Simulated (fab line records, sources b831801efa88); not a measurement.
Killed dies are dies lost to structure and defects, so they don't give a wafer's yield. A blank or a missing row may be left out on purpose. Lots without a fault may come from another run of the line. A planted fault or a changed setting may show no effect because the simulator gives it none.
Problem report in the 8D (eight disciplines) form, filled by code | flow gf180mcu | the parts of the form that need people (team, actions taken, sign-off) are left out

1. THE PROBLEM
cd_nm at GF_SAB_CD_MEAS_09 reads a mean of 306.9 nm on 4 wafers of 3 lots; wafers without a fault read 420.1 nm with a standard deviation of 2.5. That is -45 standard deviations from the usual mean.
The step: target cd 420 nm.
First seen on wafer L742.1, day 20 14:17, on cd_sem-02. The record holds 44 wafers of 15 lots with a number at this step. Rule for "out", or "out of limits": more than 4 standard deviations from the usual mean. The other wafers with a number count as sound.

2. WHAT IT IS AND WHAT IT IS NOT
question                    | is                             | is not
which readings at this step | cd_nm                          | -
which lots                  | L742, L743, L744               | L726, L728, L730, L732, L733, L734, L735, L736, L737, L738, L739, L741
which wafers of those lots  | L742.1, L742.2, L743.2, L744.1 | L742.3, L743.3, L743.5, L744.5
read on which gauges        | cd_sem-01, cd_sem-02           | -
when                        | from day 20 14:17              | up to then (37 sound wafers); but 3 sound wafers of L743, L744 came after

3. SUSPECTS, AND WHAT RULES EACH OUT
Counting: a tool at a process step up to the reading stays a suspect if it ran every lot that is out. Sound lots after the first of them don't rule it out here, since some wafers of a struck lot are sound.
- the gauge at GF_SAB_CD_MEAS_09: ruled out. The wafers that are out were read on 2 gauges (cd_sem-01, cd_sem-02).
- iline_stepper-01 at GF_SAB_EXPOSE_06 (exposes mask SAB, target cd 420 nm): kept. It ran every lot that is out, first L742 (day 20 03:17); its last sound lot up to then is L741 (day 19 22:38).
Left after counting: iline_stepper-01 at GF_SAB_EXPOSE_06.

4. THE CAUSE (what the simulator had put in)
Process parameter drift: iline_stepper-01, from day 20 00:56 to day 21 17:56, at GF_SAB_EXPOSE_06. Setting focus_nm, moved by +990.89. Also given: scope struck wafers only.
Counting left only this tool.

5. THE CHAIN OF EFFECTS, in route order
Each row: a reading whose mean over the struck wafers that have a number lies more than 3 standard deviations from the usual. Only readings for which the record gives a usual standard deviation are gone through. hours: the time from each lot's start at the first step in this table that gives one to its start at this step, as a median over the lots. sigmas: the change in usual standard deviations.
hours | step              | reading | usual    | on struck wafers | change | sigmas
0     | GF_SAB_CD_MEAS_09 | cd_nm   | 420.1 nm | 306.9            | -113.2 | -45
Later measuring or inspecting steps at which every struck wafer that the step has a row for has a number for every such reading, and none has moved that far: GF_SAB_OVL_MEAS_10.

6. WHAT WOULD HAVE CAUGHT IT SOONER
In this record the first reading out of limits at a measuring or inspecting step was taken at day 20 14:17, 13 hours after the fault began at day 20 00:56.
Of the lots that are out (3), L743, L744 began GF_SAB_EXPOSE_06 on iline_stepper-01 after day 20 14:17. A hold on the tool at that time would have spared those 2.
